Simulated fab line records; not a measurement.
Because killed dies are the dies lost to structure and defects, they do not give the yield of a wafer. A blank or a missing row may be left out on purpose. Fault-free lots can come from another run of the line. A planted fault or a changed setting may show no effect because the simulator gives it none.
Struck lot and sound lot, side by side -- flow gf180mcu -- 22 steps out of a route of 602
Sound: wafers L706.3, L706.4, L706.6. Struck: wafer L720.1 (L720.2, L720.5, from the same lot, were not struck and are left out); the cause is given at the end.
For every step that has rows: the tool of each side, followed by ch and its chambers, followed by its first start. Under that, the readings that differ: sound wafers -- struck wafers -- difference of the means -- sigmas: that difference in standard deviations of wafers without a fault.
alike: readings whose means differ by less than 2 such deviations, and words and numbers that are the same on both sides. not compared: withheld readings, readings that some wafer has no value for, bounds like >300 that may hide the same value, and numbers for which the record gives no deviation and whose values overlap.
The two part at a step that has a row with sigmas, a row that says differs or no value, or rows on one side only. When numbers do not overlap yet have no deviation, they are printed without sigmas and do not part them. Lack of a reading on every wafer of one side parts them only where that side has two or more wafers.

first, 6 steps without rows for these wafers: GF_VT_IMPLANT_HMDS_01 (prime time 60 s); GF_VT_IMPLANT_COAT_02 (resist thk 1000 nm); GF_VT_IMPLANT_SOFTBAKE_03 (time 60 s); GF_VT_IMPLANT_EXPOSE_04 (exposes mask LVPWELL LV AREA, target cd 600 nm); GF_VT_IMPLANT_PEB_05; GF_VT_IMPLANT_DEVELOP_06 (develop time 60 s).
GF_VT_IMPLANT_OVL_MEAS_07:
  sound on overlay-02, day 6 13:56; struck on overlay-02, day 10 00:48
  alike: VT_IMPLANT_OVL
then, 1 step without rows for these wafers: GF_VT_IMPLANT_IMPLANT_08.
GF_VT_IMPLANT_STRIP_09: strips in O2/N2.
  sound on plasmaAsher-02 ch 0,1, day 6 14:08; struck on plasmaAsher-01 ch 0, day 10 00:59
reading,sound,struck,difference,sigmas
drypumpMotorCurrentA (A),5.4 5.8 5.8,6.9,+1.2,+2
o2FlowSccm (sccm),3003 3001 3011,2982,-23,-2
rfHoursCounterH (h),- - -,10,no value on the sound wafers,
stripTimeToEndpointS (s),12.64 12.68 12.64,12.57,-0.08,-2
  alike: heaterPowerW, oesProductAu
GF_VT_IMPLANT_TW_MEAS_10:
  sound on filmMetro-04, day 6 14:13; struck on filmMetro-03, day 10 01:05
  alike: VT_IMPLANT_TW
then, 2 steps without rows for these wafers: GF_VT_IMPLANT_DEHYDRATE_11 (time 60 s); GF_VT_IMPLANT_HMDS_12 (prime time 60 s).
GF_VT_IMPLANT_COAT_13: resist thk 1000 nm.
  sound on lithoTrack-02 ch 0, day 6 21:10; struck on lithoTrack-02 ch 0, day 10 09:52
reading,sound,struck,difference,sigmas
model.NOVOLAK_of_VT_IMPLANT_COAT_13.thkNm (nm),1000 998.4 997.4,932.1,-66.5,
  alike: chillPlateTempC, dispensePressureKPa, resistLineTempC, spinSpeedRpm
then, 3 steps without rows for these wafers: GF_VT_IMPLANT_SOFTBAKE_14 (time 60 s); GF_VT_IMPLANT_EXPOSE_15 (exposes mask Nwell LV AREA, target cd 860 nm); GF_VT_IMPLANT_PEB_16.
GF_VT_IMPLANT_DEVELOP_17: develop time 60 s.
  sound on lithoTrack-04 ch 0, day 7 05:02; struck on lithoTrack-02 ch 0, day 10 18:43
reading,sound,struck,difference,sigmas
model.NOVOLAK_of_VT_IMPLANT_COAT_13.thkNm (nm),999.7 998 997,931.7,-66.5,
  alike: chillPlateTempC, resistLineTempC
GF_VT_IMPLANT_OVL_MEAS_18:
  sound on overlay-02, day 7 05:09; struck on overlay-01, day 10 18:52
  alike: VT_IMPLANT_01_OVL
then, 1 step without rows for these wafers: GF_VT_IMPLANT_IMPLANT_19.
GF_VT_IMPLANT_STRIP_20: strips in O2/N2.
  sound on plasmaAsher-01 ch 0,1, day 7 05:21; struck on plasmaAsher-02 ch 1, day 10 19:03
reading,sound,struck,difference,sigmas
rfHoursCounterH (h),- - -,60,no value on the sound wafers,
stripTimeToEndpointS (s),12.62 12.59 12.60,11.85,-0.75,-20
  alike: drypumpMotorCurrentA, heaterPowerW, o2FlowSccm, oesProductAu
GF_VT_IMPLANT_TW_MEAS_21:
  sound on filmMetro-01, day 7 05:26; struck on filmMetro-03, day 10 19:09
  alike: VT_IMPLANT_2_TW
then, 1 step without rows for these wafers: GF_PASSIVATION_PROBE_99.

WHERE THEY PART
At GF_VT_IMPLANT_STRIP_09 first; at GF_VT_IMPLANT_STRIP_20 last (within this record only). Later steps at which nothing parts them and some readings are alike: GF_VT_IMPLANT_TW_MEAS_21.

WHY: what had been put in by the simulator
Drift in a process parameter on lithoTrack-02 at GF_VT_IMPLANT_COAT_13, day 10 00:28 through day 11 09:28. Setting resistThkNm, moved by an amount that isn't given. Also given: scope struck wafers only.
